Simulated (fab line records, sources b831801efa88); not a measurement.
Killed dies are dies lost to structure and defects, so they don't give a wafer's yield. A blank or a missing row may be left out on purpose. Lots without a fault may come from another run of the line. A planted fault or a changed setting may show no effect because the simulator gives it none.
Which tool did it? | flow gf180mcu | 6 lots, 18 wafers sampled, at 2 steps of a route of 602

WHAT THE GAUGES READ, wafer by wafer
GF_HV_LDD_THK_MEAS_57.
lot  | measured     | on            | HV_LDD_CVD_56_THK (nm)
L541 | day 13 07:14 | film_metro-01 | 90.8 91.1 91.8
L545 | day 15 04:31 | film_metro-02 | 91.4 91.5 91.7
L551 | day 16 23:50 | film_metro-03 | 89.6 89.6 89.6
L555 | day 18 07:37 | film_metro-01 | 91.1 90.8 89.9
L559 | day 19 18:58 | film_metro-01 | 89.2 88.8 88.3
L562 | day 20 23:16 | film_metro-03 | 90.1 90.9 90.4

WHICH TOOL RAN EACH LOT (tool, then ch and the chambers of the sampled wafers, then the start)
lot  | GF_HV_LDD_CVD_56
L541 | lpcvd-02 ch 1, day 13 05:49
L545 | lpcvd-02 ch 1, day 15 03:04
L551 | lpcvd-01 ch 1, day 16 22:25
L555 | lpcvd-01 ch 1, day 18 06:10
L559 | lpcvd-01 ch 0, day 19 17:31
L562 | lpcvd-01 ch 0, day 20 21:49
- GF_HV_LDD_CVD_56: deposits Si3N4 from DCS/NH3, target thk 90 nm, time 1543 s.

THE ANSWER, worked out from the rows above alone
Rule: what is usual is taken from the lots themselves. Put in order of their means at a reading, lots are off if they are a third of the lots or fewer, leave a main group of 4 or more, and stand apart from it by a gap of 3 or more times the standard deviation of the main group's means; of several such gaps the widest counts. A main group whose means are all the same, to the digits that the tables above print for the reading, isn't used. A lot without any number at a reading at which 4 lots or more have one is off too. The other lots that the step has rows for count as sound.
No lot is off at any reading shown: from this, nothing can be told.

WHAT THE SIMULATOR HAD PUT IN
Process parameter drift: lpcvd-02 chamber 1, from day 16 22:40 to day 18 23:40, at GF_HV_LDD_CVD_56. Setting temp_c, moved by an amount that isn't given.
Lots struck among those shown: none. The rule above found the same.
